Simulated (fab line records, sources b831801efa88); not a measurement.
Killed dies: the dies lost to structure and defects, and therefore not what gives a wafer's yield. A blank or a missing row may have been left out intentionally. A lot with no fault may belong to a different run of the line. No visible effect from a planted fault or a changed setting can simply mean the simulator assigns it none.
Problem report, 8D (eight disciplines) form, completed by code -- flow gf180mcu -- the parts of the form that need people (team, actions taken, sign-off) are left out

== 1. WHAT WENT WRONG ==
Mean of cd_nm at GF_M1_CD_MEAS_14: 203.4 nm across 4 wafers in 2 lots; on wafers with no fault it is 230.3 nm (standard deviation 1.3). Measured from the usual mean, that is -21 standard deviations.
The step: target cd 230 nm.
The first sign was on wafer L104.1 at day 21 04:15, on cd_sem-01. At this step, 39 wafers from 13 lots have a number in the record. By rule, "out" or "out of limits" means more than 4 standard deviations away from the usual mean. All remaining wafers that have a number are taken as sound.

== 2. WHAT IT IS, AND WHAT IT ISN'T ==
question,is,is not
which readings at this step,cd_nm,-
which lots,"L104, L105","L101, L109, L111, L112, L113, L114, L115, L116, L993, L994, L995"
which wafers of those lots,"L104.1, L104.2, L105.1, L105.2","L104.4, L105.4"
read on which gauges,cd_sem-01,cd_sem-02
when,from day 21 04:15,"up to then (13 sound wafers); but 22 sound wafers of L105, L109, L111, L112, L113, L114, L115, L116 came after"

== 3. SUSPECTS, AND WHAT RULES EACH OUT ==
Counting: if a tool at a process step up to the reading ran every lot that is out, it stays a suspect. Sound lots after the first of them don't rule it out here, since some wafers of a struck lot are sound.
- the gauge at GF_M1_CD_MEAS_14: kept. All the wafers that are out were read on cd_sem-01, and no step on other tools shows them out.
- krf_scanner-01 at GF_M1_EXPOSE_11 (exposes mask Metal1, target cd 230 nm): kept. Ran every lot that is out, first one L104 (day 20 16:13); last sound lot up to then L993 (day 16 14:15).
The count leaves cd_sem-01 at GF_M1_CD_MEAS_14 and krf_scanner-01 at GF_M1_EXPOSE_11.

== 4. THE CAUSE (what the simulator had put in) ==
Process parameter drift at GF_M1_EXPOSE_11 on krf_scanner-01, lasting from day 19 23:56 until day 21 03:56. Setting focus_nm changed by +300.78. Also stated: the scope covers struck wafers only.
Of the 2 suspects that counting leaves, this tool is one.

== 5. THE CHAIN OF EFFECTS, in route order ==
One row per reading whose mean, taken over the struck wafers that have a number, lies over 3 standard deviations from the usual. Only readings whose record carries a usual standard deviation are examined. hours: median over the lots of the time between each lot's start at the first step of this table that gives one and its start at this step. sigmas: the change, counted in usual standard deviations.
hours,step,reading,usual,on struck wafers,change,sigmas
0,GF_M1_CD_MEAS_14,cd_nm,230.3 nm,203.4,-26.9,-21
263,GF_PASSIVATION_PROBE_99,killed_at_M0_to_M3,21,37,+16,+3.5
263,GF_PASSIVATION_PROBE_99,killed_on_rim,9.7,21.2,+11.6,+4.1
Here are the process steps it includes:
- GF_PASSIVATION_PROBE_99
At these later measuring or inspecting steps, every struck wafer for which the step has a row has a number for every such reading, and none has moved that far: GF_V1_THK_MEAS_01.

== 6. HOW IT WOULD HAVE BEEN CAUGHT EARLIER ==
In this record the first reading out of limits at a measuring or inspecting step was taken at day 21 04:15, 28 hours after the fault began at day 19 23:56.
The start of GF_M1_EXPOSE_11 on krf_scanner-01 came by day 21 04:15 for every one of the lots that are out (2). Had the tool been put on hold then, not one of them would have been saved.
